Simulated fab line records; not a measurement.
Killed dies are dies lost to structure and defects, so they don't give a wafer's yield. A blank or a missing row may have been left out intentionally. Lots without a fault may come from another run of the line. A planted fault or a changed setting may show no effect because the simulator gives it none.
Which tool was responsible? ; flow gf180mcu ; 21 wafers from 7 lots sampled at 2 of the route's 602 steps

== WHAT THE GAUGES READ, wafer by wafer ==
GF_V5_THK_MEAS_01.
lot;measured;on;V5_CVD_00_THK (nm)
L425;day 26 13:19;filmMetro-01;292.8 297.2 297.6
L428;day 27 16:27;filmMetro-04;295.8 295.4 299.5
L430;day 28 12:30;filmMetro-01;302.5 300.2 301.4
L433;day 29 07:56;filmMetro-01;299.9 300.5 297.3
L437;day 30 12:47;filmMetro-01;303.3 298.5 298.4
L443;day 32 04:32;filmMetro-04;300.5 301.2 298.5
L447;day 33 02:20;filmMetro-04;302.6 303.1 301.6

== EACH LOT AND THE TOOL THAT RAN IT (in order: tool; ch and the chambers of the sampled wafers; start) ==
lot;GF_HV_LDD_DEVELOP_06
L425;lithoTrack-02 ch 0, day 10 05:21
L428;lithoTrack-03 ch 0, day 11 06:46
L430;lithoTrack-03 ch 0, day 11 23:46
L433;lithoTrack-04 ch 0, day 12 20:29
L437;lithoTrack-03 ch 0, day 14 01:16
L443;lithoTrack-02 ch 0, day 15 23:41
L447;lithoTrack-02 ch 0, day 17 05:51
- GF_HV_LDD_DEVELOP_06: develop time 60 s.

== THE ANSWER, worked out from the rows above alone ==
Rule: the lots themselves supply what counts as usual. The widest of any qualifying gaps counts: lots, ordered by their means at a reading, are off when they make up no more than a third of the lots, leave a main group of 4 or more, and stand apart from it by 3 or more times the standard deviation of that group's means. A main group is skipped when, at the precision printed for the reading in the tables above, its means are all equal. A lot without any number at a reading at which 4 lots or more have one is off too. All remaining lots with rows at the step are treated as sound.
None of the lots is off at any reading shown; this tells nothing.

== WHAT THE SIMULATOR PUT IN ==
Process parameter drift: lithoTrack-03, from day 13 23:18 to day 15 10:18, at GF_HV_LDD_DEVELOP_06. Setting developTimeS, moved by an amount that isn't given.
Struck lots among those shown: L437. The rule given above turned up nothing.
